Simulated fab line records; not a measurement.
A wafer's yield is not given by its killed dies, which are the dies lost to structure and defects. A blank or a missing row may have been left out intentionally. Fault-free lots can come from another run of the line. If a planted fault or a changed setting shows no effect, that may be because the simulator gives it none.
Lot-split experiment + flow sky130 + 5 lots, 23 wafers read, on a route of 708 steps

== THE SPLIT ==
At SKY_RES_PROTECT_COAT_02 (resist thk 1140 nm), the setting resistThkNm was moved away from the recipe's 1140 nm on 4 of the 23 wafers read, by +1.6% to +4.0%. The other wafers ran this setting at the recipe's value.

The split's own step is where the reading is taken.

== THE READING ==
NOVOLAK_of_RES_PROTECT_COAT_02.thkNm (the simulator's own value, which no gauge read), in nm, at SKY_RES_PROTECT_COAT_02 (resist thk 1140 nm). No usual value for it is given in the file. The 19 wafers here that ran the recipe average 1143 nm, standard deviation 3 nm.

| wafer  | tool, chamber at the split | resistThkNm as run, nm | against the recipe | NOVOLAK_of_RES_PROTECT_COAT_02.thkNm, nm | against lot-mates on the recipe |
|--------|----------------------------|------------------------|--------------------|------------------------------------------|---------------------------------|
| L077.1 | lithoTrack-01, 0           | 1140                   | recipe             | 1144                                     | -                               |
| L077.2 | lithoTrack-01, 0           | 1140                   | recipe             | 1144                                     | -                               |
| L077.3 | lithoTrack-01, 0           | 1140                   | recipe             | 1144                                     | -                               |
| L077.4 | lithoTrack-01, 0           | 1140                   | recipe             | 1146                                     | -                               |
| L077.5 | lithoTrack-01, 0           | 1140                   | recipe             | 1145                                     | -                               |
| L079.1 | lithoTrack-01, 0           | 1140                   | recipe             | 1143                                     | -                               |
| L079.2 | lithoTrack-01, 0           | 1140                   | recipe             | 1144                                     | -                               |
| L079.3 | lithoTrack-01, 0           | 1140                   | recipe             | 1147                                     | -                               |
| L079.4 | lithoTrack-01, 0           | 1140                   | recipe             | 1146                                     | -                               |
| L079.5 | lithoTrack-01, 0           | 1140                   | recipe             | 1146                                     | -                               |
| L080.2 | lithoTrack-02, 0           | 1158                   | +1.6%              | 1156                                     | +15                             |
| L080.3 | lithoTrack-02, 0           | 1140                   | recipe             | 1138                                     | -                               |
| L080.4 | lithoTrack-02, 0           | 1140                   | recipe             | 1145                                     | -                               |
| L080.5 | lithoTrack-02, 0           | 1158                   | +1.6%              | 1159                                     | +18                             |
| L080.6 | lithoTrack-02, 0           | 1140                   | recipe             | 1139                                     | -                               |
| L083.1 | lithoTrack-02, 0           | 1186                   | +4.0%              | 1188                                     | +48                             |
| L083.3 | lithoTrack-02, 0           | 1186                   | +4.0%              | 1188                                     | +48                             |
| L083.4 | lithoTrack-02, 0           | 1140                   | recipe             | 1141                                     | -                               |
| L083.5 | lithoTrack-02, 0           | 1140                   | recipe             | 1141                                     | -                               |
| L083.6 | lithoTrack-02, 0           | 1140                   | recipe             | 1138                                     | -                               |
| L085.1 | lithoTrack-01, 0           | 1140                   | recipe             | 1137                                     | -                               |
| L085.2 | lithoTrack-01, 0           | 1140                   | recipe             | 1143                                     | -                               |
| L085.4 | lithoTrack-01, 0           | 1140                   | recipe             | 1141                                     | -                               |

FIT RESULTS
A straight line over all 23 wafers: NOVOLAK_of_RES_PROTECT_COAT_02.thkNm changes by +11 nm for each +1% of resistThkNm; r = +0.98; the points scatter about the line by 3 nm.
The same after taking each lot's own level away (the mean of its wafers on the recipe; 23 wafers): +11.8 nm for each +1%; r = +0.99; scatter 1.9 nm.
That fit puts the effect of the largest move of resistThkNm on the reading at 47 nm.
The lots' own levels span 1140.0 to 1145.2 nm, that is 1.8 times the standard deviation above.
The two slopes are in agreement: the lot-to-lot level therefore moves the slope only a little.
Check: for one of the wafers moved furthest among these (+4.0%), held out of the fit, the line's prediction against its lot-mates is +46.9 nm. Against them it came out at +48 nm.

== ADDITIONAL SPLITS CARRIED BY THESE WAFERS ==
Other splits were also applied to these wafers ahead of the reading. Each is held against what the fit with the lots' levels taken away leaves over:
| other split on the same wafers          | wafers away from the commonest value | r with NOVOLAK_of_RES_PROTECT_COAT_02.thkNm (lot level and that fit taken away) |
|-----------------------------------------|--------------------------------------|---------------------------------------------------------------------------------|
| SKY_VT_ADJUST_LVTN_STRIP_20 o2FlowSccm  | 8                                    | -0.06                                                                           |
| SKY_VT_ADJUST_NCORE_DEVELOP_06 devTempC | 9                                    | +0.16                                                                           |
| SKY_VT_ADJUST_HVTR_COAT_02 spinRpm      | 11                                   | -0.09                                                                           |
| SKY_VT_ADJUST_PCH_IMPLANT_08 energyKev  | 10                                   | -0.20                                                                           |
| SKY_SONOS_TUNNEL_IMPLANT_09 doseCm2     | 8                                    | +0.11                                                                           |
| SKY_SONOS_ONO_CVD_02 pressureMtorr      | 15                                   | +0.12                                                                           |
| SKY_SONOS_ONO_EXPOSE_10 doseMj          | 8                                    | +0.10                                                                           |
| SKY_SONOS_ONO_ETCH_15 sourceW           | 6                                    | -0.07                                                                           |
| SKY_GATE_OXIDE_COAT_05 resistThkNm      | 8                                    | +0.10                                                                           |
| SKY_GATE_OXIDE_IMPLANT_11 energyKev     | 8                                    | +0.09                                                                           |

== THE WHOLE CHAIN: every reading that the file lists as answering this split, in the file's order ==
| step                     | what it does       | reading                                                                               | change (the file's fit)              | r (the file's) |
|--------------------------|--------------------|---------------------------------------------------------------------------------------|--------------------------------------|----------------|
| SKY_RES_PROTECT_COAT_02  | resist thk 1140 nm | NOVOLAK_of_RES_PROTECT_COAT_02.thkNm (the simulator's own value, which no gauge read) | +11.8 nm for each +1% of the setting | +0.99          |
| SKY_RES_PROTECT_STRIP_07 | strips in O2/N2    | stripTimeToEndpointS                                                                  | withheld for each +1% of the setting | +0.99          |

== THE FILE'S OWN FIT ==
NOVOLAK_of_RES_PROTECT_COAT_02.thkNm changes by +11.8 nm for each +1% of resistThkNm, r = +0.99.
